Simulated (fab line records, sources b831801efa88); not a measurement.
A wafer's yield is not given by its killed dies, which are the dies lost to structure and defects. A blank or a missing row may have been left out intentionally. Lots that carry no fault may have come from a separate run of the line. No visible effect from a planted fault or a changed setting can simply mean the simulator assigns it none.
fab line records | flow sky130
record: lots: 6 wafers: 18 last_day: 50
route steps=708 shown GATE_OXIDE@188 POLY_GATE@204 RES_PROTECT@206 PAD_OPEN@708
lots untouched by any fault: they come from a run of this same line in which no faults occurred
start_h: the number of hours between the record's first day and the start of the first shown wafer of the lot | wait_h: hours elapsed since this lot's preceding step | " as in the row above | L1.1+2: several wafers, shown together as one row | - no value, or no start was given | * or withheld: withheld | < > ~ a bound
route shown NAME@n: NAME is a module with steps in the file, n the number in the route of the first one | usual: the fault-free wafers' mean and standard deviation | same: alike in all rows | chamber/n: place in a boat | sites: the reading at each site | _std_site: the standard deviation of these | _edge_site: mean of outer sites minus mean of inner sites | radius_mm: how far each site lies from the wafer's centre | mask NAME#n: copy n | behind: the last tool/chamber to shape the wafer | hold: why the lot went on hold/how many hours it stayed there/how the hold came to an end | device: the n, p or np transistor that did not switch | end of line: the route-end tests of the same wafers | for a step that has no rows: nothing shown but its recipe | killed: count of dies lost to structure and defects at first sort (not the wafer's yield) | map: per-die view of a wafer (x killed, . not killed, _ where there is no die)
set.NAME: the setting the step ran with; set.NAME@STEP: the setting that earlier step ran with | model.NAME: the simulator's own value behind a step, which no gauge read
lots at some steps of the route; a table a step, a row a wafer
services: a tool's chamber out of use, with start hour (start_h, from the record's first day; less than 0 if before it), hours out, and reason
== steps ==
step: SKY_GATE_OXIDE_OXIDATION_01
recipe: temp_c: 900 ambient: O2 stabilise_s: 600 purge_s: 300 target_thk_a: 102.68 ox_time_s: 1473
step: SKY_GATE_OXIDE_THK_MEAS_02
recipe: reads: SiO2_of_GATE_OXIDE_OXIDATION_01
usual: GATE_OXIDE_OXIDATION_00_THK: 10.24/0.21
columns lot.wafer tool chamber start_h wait_h GATE_OXIDE_OXIDATION_00_THK[nm]
L783.1 film_metro-03 - 321.44 0.0 10.44
L783.4 " - " " 10.09
L783.6 " - " " 10.21
L787.1 film_metro-02 - 346.59 0.0 10.34
L787.3 " - " " 10.10
L787.5 " - " " 10.15
L788.2 film_metro-02 - 372.10 0.0 10.02
L788.3 " - " " 10.24
L788.5 " - " " 10.20
L789.3 film_metro-03 - 372.11 0.0 10.25
L789.5 " - " " 10.25
L789.6 " - " " 10.36
L798.2 film_metro-02 - 438.56 0.0 10.43
L798.4 " - " " 10.46
L798.5 " - " " 10.28
L799.1 film_metro-02 - 445.72 0.0 10.61
L799.2 " - " " 10.45
L799.3 " - " " 10.56
step: SKY_GATE_OXIDE_DEHYDRATE_03
recipe: temp_c: 200 time_s: 60
step: SKY_GATE_OXIDE_HMDS_04
recipe: prime_time_s: 60 prime_temp_c: 120
step: SKY_GATE_OXIDE_COAT_05
recipe: resist: NOVOLAK spin_rpm: 3000 resist_thk_nm: 1140
step: SKY_GATE_OXIDE_SOFTBAKE_06
recipe: temp_c: 90 time_s: 60 resist: NOVOLAK
step: SKY_GATE_OXIDE_EXPOSE_07
recipe: mask_id: LVOM na: 0.6 source_shape: conventional sigma_outer: 0.6 polarization: unpolarized target_cd_nm: 600 dose_mj: 170
step: SKY_GATE_OXIDE_PEB_08
recipe: temp_c: withheld time_s: * resist: NOVOLAK
step: SKY_GATE_OXIDE_DEVELOP_09
recipe: resist: NOVOLAK developer: TMAH develop_time_s: 60 dev_temp_c: 23
step: SKY_GATE_OXIDE_OVL_MEAS_10
usual: GATE_OXIDE_OVL: -0.2/1.5
columns lot.wafer tool chamber start_h wait_h GATE_OXIDE_OVL[nm]
L783.1 overlay-02 - 347.24 0.1 0.1
L783.4 " - " " 0.9
L783.6 " - " " 0.1
L787.1 overlay-01 - 374.72 0.1 0.7
L787.3 " - " " -1.1
L787.5 " - " " -1.7
L788.2 overlay-01 - 399.93 0.1 0.2
L788.3 " - " " 1.9
L788.5 " - " " 1.4
L789.3 overlay-01 - 400.50 0.1 -0.3
L789.5 " - " " 0.1
L789.6 " - " " -0.8
L798.2 overlay-01 - 469.49 0.1 -1.3
L798.4 " - " " 1.3
L798.5 " - " " 0.6
L799.1 overlay-01 - 476.12 0.1 -1.0
L799.2 " - " " 0.3
L799.3 " - " " 0.0
step: SKY_GATE_OXIDE_IMPLANT_11
recipe: species: B energy_kev: 10 dose_cm2: 2.6e+12 tilt_deg: withheld
step: SKY_GATE_OXIDE_WET_ETCH_12
recipe: chemistry: dHF target_depth_nm: 16.8 dry: n2_spin target: SiO2 dilution: 100:1 temp_c: 25 time_s: 336
step: SKY_GATE_OXIDE_STRIP_13
recipe: chemistry: O2/N2 power_w: 1400 pressure_mtorr: 1500 platen_temp_c: withheld o2_flow_sccm: 3000 n2_flow_sccm: 300 overash_fraction: 0.5
usual: drypump_motor_current_A: 6.0/0.5 oes_product_au: 0.715/0.0047 strip_time_to_endpoint_s: 14.17/0.045
columns lot.wafer tool chamber start_h wait_h drypump_motor_current_A oes_product_au rf_hours_counter_h strip_time_to_endpoint_s
L783.1 plasma_asher-03 1 347.53 0.0 6.2 0.708 63 14.15
L783.4 " 0 " " 6.0 0.715 - 14.11
L783.6 " 1 " " 6.2 0.714 - 14.10
L787.1 plasma_asher-02 0 375.01 0.0 5.0 0.715 56 14.04
L787.3 " 1 " " 6.0 0.721 - 14.07
L787.5 " 0 " " 5.0 0.715 - 14.13
L788.2 plasma_asher-02 0 400.21 0.0 5.0 0.720 58 14.16
L788.3 " 1 " " 6.1 0.712 - 14.14
L788.5 " 0 " " 5.0 0.723 - 14.16
L789.3 plasma_asher-04 0 400.81 0.0 6.6 0.718 - 14.22
L789.5 " 0 " " 6.6 0.716 - 14.18
L789.6 " 1 " " 5.8 0.716 - 14.19
L798.2 plasma_asher-03 1 469.79 0.0 6.2 0.711 2 14.17
L798.4 " 1 " " 6.2 0.718 - 14.20
L798.5 " 0 " " 5.9 0.715 - 14.19
L799.1 plasma_asher-03 0 476.41 0.0 5.9 0.710 3 14.20
L799.2 " 1 " " 6.2 0.719 3 14.22
L799.3 " 1 " " 6.2 0.712 - 14.18
step: SKY_GATE_OXIDE_TW_MEAS_14
usual: GATE_OXIDE_TW: 225.8/2.4
columns lot.wafer tool chamber start_h wait_h GATE_OXIDE_TW
L783.1 film_metro-03 - 347.63 0.1 227.3
L783.4 " - " " 226.7
L783.6 " - " " 226.2
L787.1 film_metro-03 - 375.11 0.1 226.0
L787.3 " - " " 225.4
L787.5 " - " " 226.2
L788.2 film_metro-03 - 400.32 0.1 224.9
L788.3 " - " " 225.2
L788.5 " - " " 226.1
L789.3 film_metro-04 - 400.90 0.1 225.9
L789.5 " - " " 228.8
L789.6 " - " " 227.6
L798.2 film_metro-02 - 469.90 0.1 223.0
L798.4 " - " " 220.7
L798.5 " - " " 221.9
L799.1 film_metro-03 - 476.51 0.1 225.8
L799.2 " - " " 225.9
L799.3 " - " " 225.4
step: SKY_GATE_OXIDE_CLEAN_15
recipe: chemistry: SC1/SC2 mix: 1:4:20 temp_c: 70 time_s: 150 dry: n2_spin
step: SKY_GATE_OXIDE_OXIDATION_16
recipe: temp_c: 800 ambient: O2 idle_temp_c: 700 ramp_up_c_per_min: 10 ramp_down_c_per_min: 3 stabilise_s: 600 purge_s: 300 target_thk_a: 35.7 ox_time_s: 1915
step: SKY_POLY_GATE_CVD_00
recipe: material: poly-Si target_thk_nm: 180 temp_c: 620 time_s: 720 pressure_mtorr: 200
step: SKY_POLY_GATE_THK_MEAS_01
recipe: reads: poly-Si_of_POLY_GATE_CVD_00
usual: POLY_GATE_CVD_00_THK: 180.7/1.3
columns lot.wafer tool chamber start_h wait_h POLY_GATE_CVD_00_THK[nm]
L783.1 film_metro-04 - 352.09 0.0 179.0
L783.4 " - " " 179.6
L783.6 " - " " 180.2
L787.1 film_metro-03 - 379.39 0.0 180.3
L787.3 " - " " 180.3
L787.5 " - " " 181.6
L788.2 film_metro-04 - 404.28 0.0 179.7
L788.3 " - " " 180.0
L788.5 " - " " 179.4
L789.3 film_metro-03 - 404.29 0.1 179.9
L789.5 " - " " 180.4
L789.6 " - " " 180.6
L798.2 film_metro-04 - 474.57 0.0 180.8
L798.4 " - " " 180.4
L798.5 " - " " 180.6
L799.1 film_metro-03 - 479.35 0.0 179.9
L799.2 " - " " 181.5
L799.3 " - " " 180.7
step: SKY_RES_PROTECT_DEHYDRATE_00
recipe: temp_c: 200 time_s: 60
step: SKY_RES_PROTECT_HMDS_01
recipe: prime_time_s: 60 prime_temp_c: 120
step: SKY_RES_PROTECT_COAT_02
recipe: resist: NOVOLAK spin_rpm: 3000 resist_thk_nm: 1140
step: SKY_RES_PROTECT_SOFTBAKE_03
recipe: temp_c: 90 time_s: 60 resist: NOVOLAK
step: SKY_RES_PROTECT_EXPOSE_04
recipe: mask_id: RPM na: 0.6 source_shape: conventional sigma_outer: 0.6 polarization: unpolarized target_cd_nm: 1270 dose_mj: 131
step: SKY_RES_PROTECT_PEB_05
recipe: temp_c: withheld time_s: * resist: NOVOLAK
step: SKY_RES_PROTECT_DEVELOP_06
recipe: resist: NOVOLAK developer: TMAH develop_time_s: 60 dev_temp_c: 23
step: SKY_POLY_GATE_IMPLANT_02
recipe: species: P energy_kev: 30 dose_cm2: 7.7e+15 tilt_deg: 0
step: SKY_RES_PROTECT_STRIP_07
recipe: chemistry: O2/N2 power_w: 1400 pressure_mtorr: 1500 platen_temp_c: withheld o2_flow_sccm: 3000 n2_flow_sccm: 300 overash_fraction: 0.5
usual: drypump_motor_current_A: 6.2/0.38 oes_product_au: 0.518/0.0043 strip_time_to_endpoint_s: 23.27/0.055
columns lot.wafer tool chamber start_h wait_h drypump_motor_current_A oes_product_au rf_hours_counter_h strip_time_to_endpoint_s
L783.1 plasma_asher-03 0 380.10 0.1 5.9 0.519 67 23.18
L783.4 " 1 " " 6.2 0.522 - 23.22
L783.6 " 1 " " 6.2 0.517 - 23.18
L787.1 plasma_asher-01 1 408.20 0.1 5.8 0.522 29 23.32
L787.3 " 1 " " 5.8 0.513 - 23.32
L787.5 " 0 " " 6.6 0.518 - 23.36
L788.2 plasma_asher-04 0 435.15 0.1 6.6 0.523 75 23.23
L788.3 " 1 " " 5.8 0.522 - 23.24
L788.5 " 0 " " 6.6 0.517 - 23.23
L789.3 plasma_asher-01 0 435.32 0.1 6.6 0.522 - 23.32
L789.5 " 1 " " 5.8 0.516 - 23.29
L789.6 " 0 " " 6.6 0.512 - 23.27
L798.2 plasma_asher-03 1 505.15 0.1 6.2 0.518 7 23.32
L798.4 " 1 " " 6.2 0.513 - 23.34
L798.5 " 1 " " 6.2 0.522 - 23.32
L799.1 plasma_asher-01 1 509.77 0.1 5.8 0.518 40 23.32
L799.2 " 0 " " 6.6 0.523 40 23.28
L799.3 " 0 " " 6.6 0.516 - 23.31
step: SKY_RES_PROTECT_TW_MEAS_08
usual: POLY_GATE_TW: 4015/34
columns lot.wafer tool chamber start_h wait_h POLY_GATE_TW
L783.1 film_metro-01 - 380.20 0.1 3956
L783.4 " - " " 3969
L783.6 " - " " 3969
L787.1 film_metro-01 - 408.30 0.1 3995
L787.3 " - " " 3991
L787.5 " - " " 4023
L788.2 film_metro-01 - 435.26 0.1 3998
L788.3 " - " " 3991
L788.5 " - " " 3982
L789.3 film_metro-01 - 435.49 0.1 3988
L789.5 " - " " 4003
L789.6 " - " " 3981
L798.2 film_metro-01 - 505.26 0.1 4030
L798.4 " - " " 4004
L798.5 " - " " 4026
L799.1 film_metro-02 - 509.87 0.1 3999
L799.2 " - " " 3994
L799.3 " - " " 3984
step: SKY_RES_PROTECT_CLEAN_09
recipe: chemistry: SC1/SC2 mix: 1:4:20 temp_c: 70 time_s: 150 dry: n2_spin
step: SKY_POLY_GATE_CVD_03
recipe: material: Si3N4 precursor: DCS/NH3 target_thk_nm: 75 temp_c: 770 time_s: 1290 pressure_mtorr: 250
step: SKY_POLY_GATE_THK_MEAS_04
recipe: reads: Si3N4_of_POLY_GATE_CVD_03
usual: POLY_GATE_CVD_03_THK: 75.5/0.95
columns lot.wafer tool chamber start_h wait_h POLY_GATE_CVD_03_THK[nm]
L783.1 film_metro-01 - 381.67 0.0 74.7
L783.4 " - " " 74.9
L783.6 " - " " 74.5
L787.1 film_metro-04 - 409.85 0.0 74.6
L787.3 " - " " 75.2
L787.5 " - " " 75.1
L788.2 film_metro-01 - 436.74 0.0 75.7
L788.3 " - " " 76.3
L788.5 " - " " 76.3
L789.3 film_metro-01 - 438.10 0.0 75.9
L789.5 " - " " 76.3
L789.6 " - " " 76.2
L798.2 film_metro-03 - 506.74 0.0 75.7
L798.4 " - " " 76.3
L798.5 " - " " 76.0
L799.1 film_metro-01 - 511.35 0.0 75.7
L799.2 " - " " 76.2
L799.3 " - " " 75.7
step: SKY_POLY_GATE_DEHYDRATE_05
recipe: temp_c: 200 time_s: 60
step: SKY_POLY_GATE_HMDS_06
recipe: prime_time_s: 60 prime_temp_c: 120
step: SKY_POLY_GATE_COAT_07
recipe: resist: BARC temp_c: withheld time_s: withheld spin_rpm: 3000 resist_thk_nm: 110
step: SKY_POLY_GATE_COAT_08
recipe: resist: KrF-thick spin_rpm: 3000 resist_thk_nm: 450
step: SKY_POLY_GATE_SOFTBAKE_09
recipe: temp_c: 100 time_s: 90 resist: KrF-thick
step: SKY_POLY_GATE_EXPOSE_10
recipe: mask_id: P1M na: 0.68 source_shape: conventional sigma_outer: 0.6 target_cd_nm: 150 dose_mj: 28
step: SKY_POLY_GATE_PEB_11
recipe: peb_temp_c: withheld peb_time_s: withheld resist: KrF-thick
step: SKY_POLY_GATE_DEVELOP_12
recipe: develop_time_s: 60 resist: KrF-thick dev_temp_c: 21
step: SKY_POLY_GATE_CD_MEAS_13
recipe: target_cd_nm: 150
usual: cd_nm: 150.0/1.3
columns lot.wafer tool chamber start_h wait_h cd_nm
L783.1 cd_sem-02 - 411.22 - 152.8
L783.4 " - " " 150.1
L783.6 " - " " 151.2
L787.1 cd_sem-02 - 440.87 - 149.5
L787.3 " - " " 150.2
L787.5 " - " " 150.3
L788.2 cd_sem-01 - 468.06 - 152.5
L788.3 " - " " 152.5
L788.5 " - " " 151.2
L789.3 cd_sem-02 - 469.23 - 149.8
L789.5 " - " " 149.5
L789.6 " - " " 149.7
L798.2 cd_sem-02 - 538.01 - 149.0
L798.4 " - " " 149.2
L798.5 " - " " 150.0
L799.1 cd_sem-02 - 541.90 - 151.2
L799.2 " - " " 150.3
L799.3 " - " " 151.6
step: SKY_POLY_GATE_OVL_MEAS_14
usual: POLY_GATE_OVL: -1/4.7
columns lot.wafer tool chamber start_h wait_h POLY_GATE_OVL[nm]
L783.1 overlay-01 - 411.34 0.1 -12
L783.4 " - " " -3
L783.6 " - " " -8
L787.1 overlay-02 - 440.99 0.1 3
L787.3 " - " " 6
L787.5 " - " " 1
L788.2 overlay-02 - 468.16 0.1 -9
L788.3 " - " " -8
L788.5 " - " " -6
L789.3 overlay-02 - 469.32 0.1 -8
L789.5 " - " " -1
L789.6 " - " " 2
L798.2 overlay-01 - 538.11 0.1 6
L798.4 " - " " 6
L798.5 " - " " 3
L799.1 overlay-01 - 542.02 0.1 -6
L799.2 " - " " -2
L799.3 " - " " -7
step: SKY_POLY_GATE_ETCH_15
recipe: chemistry: N2/H2 target: BARC ion_energy_ev: 200 source_w: 500 bias_w: 100 pressure_mtorr: 30 n2_flow_sccm: 100 h2_flow_sccm: 200 stop_on: SiO2 time_s: 118.5 target_depth_a: 1100
usual: drypump_motor_current_A: 5.6/0.47 oes_product_au: 0.716/0.0045 throttle_valve_pct: 13.212/0.0083
columns lot.wafer tool chamber start_h wait_h drypump_motor_current_A oes_product_au rf_hours_counter_h throttle_valve_pct
L783.1 rie_diel-01 0 411.38 0.0 5.1 0.707 82 13.201
L783.4 " 1 " " 6.5 0.716 7 13.217
L783.6 " 0 " " 5.1 0.710 - 13.207
L787.1 rie_diel-02 1 441.03 0.0 6.3 0.722 90 13.208
L787.3 " 3 " " 5.2 0.717 53 13.208
L787.5 " 1 " " 6.3 0.718 - 13.203
L788.2 rie_diel-01 1 468.19 0.0 6.4 0.723 8 13.216
L788.3 " 0 " " 5.2 0.708 84 13.210
L788.5 " 2 " " 5.3 0.723 - 13.213
L789.3 rie_diel-02 1 469.34 0.0 6.3 0.705 91 13.206
L789.5 " 1 " " 6.3 0.708 - 13.229
L789.6 " 2 " " 5.3 0.717 - 13.209
L798.2 rie_diel-03 3 538.14 0.0 5.9 0.721 29 13.204
L798.4 " 2 " " 5.5 0.713 9 13.207
L798.5 " 3 " " 5.9 0.716 - 13.211
L799.1 rie_diel-01 2 542.06 0.0 5.3 0.723 85 13.210
L799.2 " 3 " " 6.0 0.720 8 13.212
L799.3 " 1 " " 6.5 0.719 10 13.216
step: SKY_PAD_OPEN_PROBE_99
usual: killed_at_M0_to_M3: 44/7.4 killed_at_M4_up: 3.0/1.8 killed_at_contacts: 24/5.1 killed_at_front_end: 15/4.3 killed_at_other: 0.3/0.54 killed_dies: 86/9.9 killed_on_rim: 17/3.9 killed_open: 47/7.1 killed_short: 38/6.7
same: gross_dies: 492 killed_at_back_side: 0
columns lot.wafer tool chamber start_h wait_h hold killed_at_M0_to_M3 killed_at_M4_up killed_at_contacts killed_at_front_end killed_at_other killed_dies killed_on_rim killed_open killed_short
L783.1 prober-01 - 1110.44 0.1 - 51 6 17 10 0 84 16 40 44
L783.4 prober-01 - 1110.59 0.2 - 44 2 17 12 0 75 14 42 33
L783.6 prober-01 - 1110.69 0.2 - 59 6 25 13 0 103 21 56 47
L787.1 prober-01 - 1132.15 0.1 - 40 2 26 12 1 81 17 42 39
L787.3 prober-01 - 1132.25 0.2 - 34 5 25 16 0 80 13 40 40
L787.5 prober-01 - 1132.35 0.2 - 42 3 31 11 0 87 19 49 38
L788.2 prober-01 - 1144.03 0.1 - 51 3 32 17 0 103 19 68 35
L788.3 prober-01 - 1144.08 0.2 - 47 4 28 9 0 88 18 51 37
L788.5 prober-01 - 1144.18 0.2 - 58 3 21 16 0 98 23 56 42
L798.2 prober-01 - 1191.09 0.1 await_dispo/1.7h/release 52 1 17 54 0 124 26 35 53
L798.4 prober-01 - 1191.19 0.2 await_dispo/1.7h/release 61 1 16 49 0 127 30 48 47
L798.5 prober-01 - 1191.24 0.2 await_dispo/1.7h/release 41 3 25 62 0 131 31 41 40
L799.1 prober-02 - 1192.72 0.1 await_dispo/2.4h/release 41 0 19 47 0 107 22 44 24
L799.2 prober-02 - 1192.77 0.1 await_dispo/2.4h/release 42 2 29 54 0 127 30 51 36
L799.3 prober-02 - 1192.82 0.2 await_dispo/2.4h/release 40 4 23 48 0 115 27 34 43
killed by level:class
L783.1 VIA1:geometric_particle:open=9 METAL2:geometric_particle:short=9 VIA3:geometric_particle:open=6 CONTACT:geometric_particle:open=6 LI_CONTACT:geometric_particle:open=5 VIA1:geometric_particle:short=5 METAL3:geometric_particle:short=5 FIELD_ISO:geometric_particle:short=4
L783.4 VIA1:geometric_particle:open=8 LI_CONTACT:geometric_particle:open=7 METAL1:geometric_particle:short=7 VIA3:geometric_particle:open=6 METAL2:geometric_particle:short=5 VIA1:geometric_particle:short=4 VIA2:geometric_particle:open=4 FIELD_ISO:geometric_particle:open=3
L783.6 LI_CONTACT:geometric_particle:open=13 VIA1:geometric_particle:open=13 VIA1:geometric_particle:short=9 VIA3:geometric_particle:short=7 VIA2:geometric_particle:open=7 CONTACT:geometric_particle:open=6 METAL2:geometric_particle:short=6 CONTACT:geometric_particle:short=4
L787.1 CONTACT:geometric_particle:short=9 CONTACT:geometric_particle:open=9 METAL2:geometric_particle:short=7 VIA2:geometric_particle:open=7 VIA1:geometric_particle:open=5 METAL1:geometric_particle:short=4 VIA1:geometric_particle:short=4 VIA3:geometric_particle:open=4
L787.3 CONTACT:geometric_particle:open=9 VIA1:geometric_particle:open=8 LI_CONTACT:geometric_particle:open=7 METAL1:geometric_particle:short=5 VIA1:geometric_particle:short=5 METAL4:geometric_particle:short=5 FIELD_ISO:geometric_particle:short=4 LOCAL_INTERCONNECT:geometric_particle:short=4
L787.5 CONTACT:geometric_particle:open=9 CONTACT:geometric_particle:short=8 VIA1:geometric_particle:open=7 VIA2:geometric_particle:open=7 METAL1:geometric_particle:short=6 VIA3:geometric_particle:open=6 METAL2:geometric_particle:short=5 POLY_GATE:geometric_particle:open=4
L788.2 VIA1:geometric_particle:open=21 CONTACT:geometric_particle:open=14 LI_CONTACT:geometric_particle:open=7 FIELD_ISO:geometric_particle:open=6 METAL1:geometric_particle:short=6 VIA3:geometric_particle:short=5 VIA3:geometric_particle:open=5 POLY_GATE:geometric_particle:open=4
L788.3 CONTACT:geometric_particle:open=10 VIA1:geometric_particle:open=10 METAL2:geometric_particle:short=8 METAL1:geometric_particle:short=6 LI_CONTACT:geometric_particle:open=6 VIA3:geometric_particle:open=6 LOCAL_INTERCONNECT:geometric_particle:short=5 VIA2:geometric_particle:open=4
L788.5 VIA1:geometric_particle:open=14 LI_CONTACT:geometric_particle:open=8 VIA3:geometric_particle:open=7 VIA2:geometric_particle:open=7 METAL2:geometric_particle:short=6 FIELD_ISO:geometric_particle:open=5 CONTACT:geometric_particle:open=5 POLY_GATE:geometric_particle:short=4
L798.2 GATE_OXIDE:unspecified=36 METAL2:geometric_particle:short=10 METAL1:geometric_particle:short=8 POLY_GATE:geometric_particle:short=6 CONTACT:geometric_particle:open=6 VIA1:geometric_particle:open=6 VIA2:geometric_particle:open=6 VIA3:geometric_particle:open=6
L798.4 GATE_OXIDE:unspecified=32 VIA1:geometric_particle:open=18 VIA3:geometric_particle:open=8 VIA1:geometric_particle:short=7 METAL2:geometric_particle:short=7 LI_CONTACT:geometric_particle:open=6 METAL1:geometric_particle:short=6 FIELD_ISO:geometric_particle:open=4
L798.5 GATE_OXIDE:unspecified=50 CONTACT:geometric_particle:open=9 VIA1:geometric_particle:short=7 METAL1:geometric_particle:short=7 VIA3:geometric_particle:open=7 LI_CONTACT:geometric_particle:open=6 LOCAL_INTERCONNECT:geometric_particle:short=6 VIA1:geometric_particle:open=6
L799.1 GATE_OXIDE:unspecified=39 VIA1:geometric_particle:open=10 VIA2:geometric_particle:open=9 LI_CONTACT:geometric_particle:open=7 CONTACT:geometric_particle:open=7 METAL3:geometric_particle:short=5 VIA3:geometric_particle:open=5 METAL2:geometric_particle:short=4
L799.2 GATE_OXIDE:unspecified=40 VIA1:geometric_particle:open=12 LI_CONTACT:geometric_particle:open=11 CONTACT:geometric_particle:open=9 CONTACT:geometric_particle:short=7 METAL1:geometric_particle:short=5 VIA2:geometric_particle:open=5 VIA3:geometric_particle:open=5
L799.3 GATE_OXIDE:unspecified=38 CONTACT:geometric_particle:open=9 METAL1:geometric_particle:short=9 VIA1:geometric_particle:open=8 METAL3:geometric_particle:short=6 LI_CONTACT:geometric_particle:short=4 LI_CONTACT:geometric_particle:open=4 VIA1:geometric_particle:short=4
map L798.5 (x killed, . not)
__________.x.....x.._________
________...x.x....xx.x_______
______.x...............x_____
_____.x........xx....xxxx____
____x....x..x......x...xxx___
___......x.x..xx.....xxxxxx__
__...xx........x....xxxxxxxx_
_........xx.........xxxxxxxxx
_.x....x.............xxxxxxxx
_......x.........x..x..xxxxxx
_..x.x..x.............xxxxxxx
_...xx.x...............x...x.
_.x..x...x.x..xxx.x.....x..x.
_x...x..........x........xx..
_.x...............x.x...x..x.
__..x.....x................._
___x...x..............x....__
____...x....x..x......x..x___
_____...x....x......x.x..____
______........x........x_____
________......xx.....x_______
__________.x..xx...._________
map L799.2 (x killed, . not)
__________....x....x_________
________xxxx...x......_______
______xxxxxx.....x.....x_____
_____xxxxxxx.....xx.x....____
____xxxxxxxx..xx...x......___
___xxxxxxxx.x..x.x.......xx__
__.xxxxxx.x....x.x..x......._
_...x...x..x......x........x.
_x.x...xx...x........x.......
_....x..........x......xxx...
_........x....x.....x...x....
_..x......x.x....x...x....x..
_....xx..x.x..........x......
_......xx...............x....
_........x.......x..x.x......
__..........x......x.......x_
___x.x..x....x.............__
____x...x.....x..x......x.___
_____x....x....x.x...xxx.____
______..x.x....x..xxx..x_____
________....x..x...x.._______
__________x........._________
== services ==
columns tool chamber start_h hours kind
rie_diel-02 0 334.26 8.1 repair
rie_diel-02 2 345.49 1.3 repair
rie_diel-01 3 351.32 3.9 repair
rie_diel-01 1 378.22 3.2 repair
plasma_asher-03 - 381.66 4.0 pm
rie_diel-01 0 385.46 15.7 repair
rie_diel-03 1 397.16 7.1 repair
plasma_asher-02 - 403.98 2.8 pm
plasma_asher-02 - 415.85 15.6 pm
plasma_asher-03 - 420.25 15.6 pm
rie_diel-03 1 420.92 3.5 repair
rie_diel-02 0 425.87 2.5 repair
plasma_asher-03 - 435.85 9.0 pm
plasma_asher-03 0 435.85 9.0 vent_cycle
plasma_asher-03 1 435.85 9.0 vent_cycle
rie_diel-01 0 442.91 6.5 repair
plasma_asher-03 0 444.85 - clean
rie_diel-02 2 470.62 9.8 repair
plasma_asher-02 - 478.57 10.8 repair
plasma_asher-01 - 480.85 14.6 pm
plasma_asher-02 - 483.34 8.6 repair
plasma_asher-04 - 497.68 14.6 pm
rie_diel-02 2 502.55 3.9 repair
plasma_asher-03 - 508.99 1.5 repair
== key ==
first_sign: step: SKY_PAD_OPEN_PROBE_99 reading: killed_at_front_end direction: up sigmas: 8.6 usual: 15 struck: 52
effect: step: SKY_PAD_OPEN_PROBE_99 reading: killed_dies direction: up sigmas: 3.6 usual: 86 struck: 122
met_at SKY_GATE_OXIDE_STRIP_13
struck_wafers L798.2,L798.4,L798.5,L799.1,L799.2,L799.3
tester_left_out L798,L799
onset_between 347.53 469.79
also_fits time
fault: kind: chamber_particle_source tool: plasma_asher-03 chamber: - onset_h: 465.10 steps: SKY_GATE_OXIDE_STRIP_13 rate_per_visit_cm2: 1.1772 end_h: 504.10
tester_left_out: of these lots the tester's yield and bins aren't shown, on N5 and GAA mostly nor the transistor test; their killed dies are dies lost to structure and defects alone, not to doping, threshold or leakage, so they don't give the yield
